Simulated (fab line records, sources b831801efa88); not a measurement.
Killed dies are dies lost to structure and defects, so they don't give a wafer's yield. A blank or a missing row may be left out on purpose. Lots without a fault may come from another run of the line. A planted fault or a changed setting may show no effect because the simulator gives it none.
fab line records | flow sky130
record lots=14 wafers=41 last_day=50
route steps=708 shown METAL1@438 VIA1@471 VIA4@651 METAL5@665 PAD_OPEN@708
lots that met no fault: from a run of the same line without faults
start_h: hours from the record's first day to the start of the lot's first wafer shown | wait_h: hours since the lot's step before | " the same as in the row above | L1.1+2: a row that stands for several wafers | - no value, or no start given | * or withheld: withheld | < > ~ a bound
route shown NAME@n: a module of which the file shows steps, and the number in the route of the first | usual: mean/standard deviation of fault-free wafers | same: alike in all rows | chamber/n: place in a boat | sites: the reading at each site | _std_site: their standard deviation | _edge_site: outer sites' mean less inner sites' | radius_mm: how far each site lies from the wafer's centre | mask NAME#n: copy n | behind: the tool/chamber that last shaped the wafer | hold: why the lot was held/for how many hours/how that ended | device: the transistor (n, p or np) that didn't switch | end of line: the same wafers' tests at the end of the route | a step without rows: its recipe alone | killed: dies lost to structure and defects at the first sort, not the wafer's yield | map: a wafer's dies, x killed, . not, _ none there
set.NAME: the setting as run; set.NAME@STEP: as run at that earlier step | model.NAME: the simulator's own value behind a step, which no gauge read
steps of the route over a sample of lots; a table a step, a row a wafer
services: from which hour (start_h, from the record's first day; less than 0 if before it) a tool's chamber was out of use, for how many hours, and why
## steps
# step SKY_METAL1_SPUTTER_04
# recipe material=TiN target_thk_nm=70 power_w=6500 time_s=58.3 chamber_pressure_pa=0.4
# usual throttle_valve_pct=30.1/1
# columns lot.wafer tool chamber start_h wait_h throttle_valve_pct
L575.2 pvd_sputter-04 - 739.94 0.0 28.9
L575.4 " - " " 28.3
L575.5 " - " " 28.1
L577.1 pvd_sputter-01 - 753.83 0.0 30.2
L577.3 " - " " 29.2
L577.5 " - " " 30.0
L581.1 pvd_sputter-01 - 795.29 0.0 30.2
L581.4 " - " " 30.1
L581.6 " - " " 30.5
L583.1 pvd_sputter-04 - 811.81 0.0 29.0
L583.2 " - " " 29.9
L583.5 " - " " 29.7
L585.2 pvd_sputter-04 - 825.01 0.0 30.5
L585.4 " - " " 28.7
L585.6 " - " " 30.5
L584.2 pvd_sputter-01 - 826.35 0.0 30.1
L584.4 " - " " 29.3
L584.6 " - " " 30.4
L586.2 pvd_sputter-04 - 832.58 0.0 28.0
L586.4 " - " " 30.6
L586.5 " - " " 28.1
L587.4 pvd_sputter-01 - 836.43 0.0 30.2
L587.6 " - " " 29.8
L590.1 pvd_sputter-01 - 858.03 0.0 30.0
L590.2 " - " " 31.8
L590.3 " - " " 30.6
L592.1 pvd_sputter-04 - 870.12 0.0 30.0
L592.3 " - " " 30.1
L592.6 " - " " 28.8
L593.4 pvd_sputter-01 - 877.10 0.0 30.3
L593.5 " - " " 31.9
L593.6 " - " " 30.1
L596.1 pvd_sputter-01 - 898.83 0.0 30.4
L596.4 " - " " 30.0
L596.6 " - " " 31.9
L597.2 pvd_sputter-02 - 899.29 0.0 30.2
L597.4 " - " " 31.2
L597.5 " - " " 30.2
L598.1 pvd_sputter-01 - 909.04 0.0 32.1
L598.3 " - " " 29.2
L598.6 " - " " 30.2
# step SKY_VIA1_OVL_MEAS_13
# usual VIA1_OVL=0/6.5
# columns lot.wafer tool chamber start_h wait_h VIA1_OVL[nm]
L575.2 overlay-01 - 795.21 0.1 4
L575.4 " - " " 4
L575.5 " - " " -3
L577.1 overlay-02 - 809.21 0.1 6
L577.3 " - " " 7
L577.5 " - " " 12
L581.1 overlay-02 - 849.83 0.1 1
L581.4 " - " " -6
L581.6 " - " " -3
L583.1 overlay-02 - 866.95 0.1 -2
L583.2 " - " " -1
L583.5 " - " " -2
L585.2 overlay-02 - 879.22 0.1 -5
L585.4 " - " " 5
L585.6 " - " " 6
L584.2 overlay-02 - 880.69 0.1 2
L584.4 " - " " 2
L584.6 " - " " -2
L586.2 overlay-02 - 886.72 0.1 -12
L586.4 " - " " -10
L586.5 " - " " -10
L587.4 overlay-02 - 889.80 0.1 0
L587.6 " - " " -4
L590.1 overlay-01 - 911.31 0.1 7
L590.2 " - " " 7
L590.3 " - " " 9
L592.1 overlay-02 - 921.78 0.1 -3
L592.3 " - " " -7
L592.6 " - " " -3
L593.4 overlay-02 - 927.25 0.1 -5
L593.5 " - " " 0
L593.6 " - " " 10
L596.1 overlay-01 - 950.63 0.1 -13
L596.4 " - " " -13
L596.6 " - " " -14
L597.2 overlay-02 - 950.75 0.1 -1
L597.4 " - " " 1
L597.5 " - " " 3
L598.1 overlay-02 - 959.13 0.1 -5
L598.3 " - " " -10
L598.6 " - " " 0
# step SKY_VIA4_ETCH_12
# recipe target=SiO2 chemistry=C4F8/O2/Ar stop_on=TiN mask_material=NOVOLAK source_w=1500 bias_w=1200 pressure_mtorr=40 c4f8_flow_sccm=withheld O2_flow_sccm=6 Ar_flow_sccm=300 time_s=withheld target_depth_a=5800
# usual oes_product_au=0.926/0.005 rf_fwd_power_W=1490/5.1
# columns lot.wafer tool chamber start_h wait_h oes_product_au rf_fwd_power_W
L575.2 rie_diel-02 3 1005.54 0.0 0.926 1496
L575.4 " 0 " " 0.934 1484
L575.5 " 2 " " 0.921 1489
L577.1 rie_diel-02 0 1020.24 0.0 0.928 1491
L577.3 " 3 " " 0.928 1492
L577.5 " 1 " " 0.926 1487
L581.1 rie_diel-01 0 1054.53 0.0 0.933 1480
L581.4 " 3 " " 0.918 1494
L581.6 " 2 " " 0.937 1488
L583.1 rie_diel-03 0 1070.53 0.0 0.920 1485
L583.2 " 2 " " 0.928 1488
L583.5 " 1 " " 0.930 1497
L585.2 rie_diel-01 0 1077.14 0.0 0.937 1484
L585.4 " 3 " " 0.930 1489
L585.6 " 1 " " 0.926 1484
L584.2 rie_diel-01 1 1079.34 0.0 0.930 1491
L584.4 " 3 " " 0.930 1492
L584.6 " 1 " " 0.931 1488
L586.2 rie_diel-03 0 1087.00 0.0 0.925 1491
L586.4 " 3 " " 0.924 1490
L586.5 " 3 " " 0.923 1495
L587.4 rie_diel-03 1 1088.25 0.0 0.926 1498
L587.6 " 1 " " 0.924 1498
L590.1 rie_diel-02 1 1106.83 0.0 0.917 1493
L590.2 " 3 " " 0.928 1499
L590.3 " 2 " " 0.927 1480
L592.1 rie_diel-01 0 1115.20 0.0 0.925 1253
L592.3 " 2 " " 0.920 1251
L592.6 " 1 " " 0.922 1254
L593.4 rie_diel-01 2 1118.21 0.0 0.930 1256
L593.5 " 1 " " 0.929 1248
L593.6 " 0 " " 0.926 1245
L597.2 rie_diel-02 2 1139.15 0.0 0.928 1500
L597.4 " 2 " " 0.932 1493
L597.5 " 1 " " 0.925 1489
L598.1 rie_diel-02 2 1141.04 0.0 0.922 1492
L598.3 " 1 " " 0.924 1481
L598.6 " 2 " " 0.923 1493
L596.1 rie_diel-02 2 1144.54 0.0 0.934 1487
L596.4 " 3 " " 0.924 1501
L596.6 " 2 " " 0.929 1488
# step SKY_METAL5_SPUTTER_04
# recipe material=TiN target_thk_nm=70 power_w=6500 time_s=58.3 chamber_pressure_pa=0.4
# usual throttle_valve_pct=30.5/0.85
# columns lot.wafer tool chamber start_h wait_h throttle_valve_pct
L575.2 pvd_sputter-01 - 1007.02 0.0 29.0
L575.4 " - " " 30.1
L575.5 " - " " 31.8
L577.1 pvd_sputter-01 - 1021.72 0.0 30.3
L577.3 " - " " 29.0
L577.5 " - " " 31.8
L581.1 pvd_sputter-02 - 1056.00 0.0 30.5
L581.4 " - " " 30.3
L581.6 " - " " 30.7
L583.1 pvd_sputter-02 - 1072.04 0.0 30.1
L583.2 " - " " 30.7
L583.5 " - " " 29.9
L585.2 pvd_sputter-03 - 1078.77 0.0 31.8
L585.4 " - " " 31.0
L585.6 " - " " 31.8
L584.2 pvd_sputter-02 - 1080.88 0.0 30.2
L584.4 " - " " 29.6
L584.6 " - " " 30.4
L586.2 pvd_sputter-01 - 1088.90 0.0 30.3
L586.4 " - " " 29.1
L586.5 " - " " 30.0
L587.4 pvd_sputter-03 - 1089.73 0.0 29.1
L587.6 " - " " 31.9
L590.1 pvd_sputter-01 - 1108.33 0.0 31.8
L590.2 " - " " 28.9
L590.3 " - " " 30.2
L592.1 pvd_sputter-02 - 1116.95 0.0 31.5
L592.3 " - " " 30.4
L592.6 " - " " 31.3
L593.4 pvd_sputter-01 - 1119.87 0.0 29.2
L593.5 " - " " 29.9
L593.6 " - " " 29.3
L597.2 pvd_sputter-03 - 1140.71 0.0 32.0
L597.4 " - " " 29.4
L597.5 " - " " 31.7
L598.1 pvd_sputter-02 - 1142.57 0.0 29.9
L598.3 " - " " 30.7
L598.6 " - " " 30.4
L596.1 pvd_sputter-02 - 1146.03 0.0 31.3
L596.4 " - " " 30.5
L596.6 " - " " 30.7
# step SKY_PAD_OPEN_PROBE_99
# usual defect_limited_yield=82.6/1.8 killed_at_M0_to_M3=43/6.3 killed_at_M4_up=3.0/1.6 killed_at_contacts=25/5 killed_at_front_end=15/4.4 killed_at_other=0.3/0.8 killed_dies=85/8.7 killed_open=47/6.9 killed_short=38/6.3 sort_bin_3_pad_short=0.9/0.39 sort_bin_5_function=10.3/1.3 sort_bin_6_memory=6.2/1.1 sort_n_pass=407/8.8 sort_yield_pct=82.6/1.8
# same gross_dies=492 killed_at_back_side=0 sort_bin_4_leakage[%]=0 sort_bin_8_speed[%]=0
# columns lot.wafer tool chamber start_h wait_h defect_limited_yield[%] killed_at_M0_to_M3 killed_at_M4_up killed_at_contacts killed_at_front_end killed_at_other killed_dies killed_open killed_short sort_bin_3_pad_short[%] sort_bin_5_function[%] sort_bin_6_memory[%] sort_n_pass sort_yield_pct[%]
L587.4 prober-01 - 1153.52 0.2 81.5 42 4 26 18 1 91 53 38 1.2 9.1 8.1 401 81.5
L587.6 prober-01 - 1153.62 0.2 85.2 37 0 18 18 0 73 42 31 0.2 8.7 5.9 419 85.2
# killed by level:class
L587.4 CONTACT:geometric_particle:open=10 VIA3:geometric_particle:open=10 VIA1:geometric_particle:open=9 VIA2:geometric_particle:open=6 FIELD_ISO:geometric_particle:short=5 CONTACT:geometric_particle:short=5 LI_CONTACT:geometric_particle:open=4 FIELD_ISO:geometric_particle:open=4
L587.6 VIA1:geometric_particle:open=11 FIELD_ISO:geometric_particle:open=7 METAL2:geometric_particle:short=7 CONTACT:geometric_particle:open=6 CONTACT:geometric_particle:short=5 VIA2:geometric_particle:open=5 LI_CONTACT:geometric_particle:open=4 POLY_GATE:geometric_particle:short=4
## services
# columns tool chamber start_h hours kind
rie_diel-02 1 737.66 4.7 repair
rie_diel-02 1 752.63 10.7 repair
rie_diel-02 - 762.06 1.2 repair
rie_diel-01 0 779.55 3.6 repair
rie_diel-03 1 789.64 2.9 repair
pvd_sputter-04 - 845.37 2.5 repair
pvd_sputter-04 - 860.42 5.1 repair
rie_diel-02 - 876.56 2.8 pm
rie_diel-02 - 881.02 0.5 repair
rie_diel-01 1 903.49 4.0 repair
rie_diel-01 3 913.95 4.1 repair
pvd_sputter-01 - 920.85 1.1 repair
pvd_sputter-02 - 942.61 2.5 repair
rie_diel-02 0 944.45 8.4 repair
rie_diel-01 3 961.25 21.6 repair
pvd_sputter-01 - 967.00 1.4 repair
rie_diel-01 3 1062.32 11.4 repair
rie_diel-01 - 1068.75 2.8 pm
rie_diel-01 - 1085.24 1.6 repair
rie_diel-01 3 1114.32 7.9 repair
rie_diel-01 1 1124.29 4.2 repair
rie_diel-01 0 1127.46 6.3 repair
pvd_sputter-04 - 1136.40 9.0 repair
rie_diel-02 0 1138.92 10.9 repair
## key
first_sign step=SKY_VIA4_ETCH_12 reading=rf_fwd_power_W direction=down sigmas=47 usual=1490 struck=1251
effect none on later readings
met_at SKY_VIA4_ETCH_12
struck_lots L592,L593
rows_end L592.1,L592.3,L592.6,L593.4,L593.5,L593.6
not_acting_at SKY_METAL1_SPUTTER_04,SKY_VIA1_OVL_MEAS_13,SKY_METAL5_SPUTTER_04
onset_between 1079.34 1115.20
earlier_fault kind=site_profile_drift tool=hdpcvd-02 chamber=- onset_h=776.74 steps=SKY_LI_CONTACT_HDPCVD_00 basis=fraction max_abs_drift=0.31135 slope_share_per_hr=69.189 site_pattern=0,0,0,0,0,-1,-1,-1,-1
fault kind=process_parameter_drift tool=rie_diel-01 chamber=- onset_h=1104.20 steps=SKY_VIA4_ETCH_12 channel=source_w offset=-240 shape=step acts_in=these_recipes_only stated=1500
# rows_end: these wafers met a further fault down the route, and their rows from its step on are left out
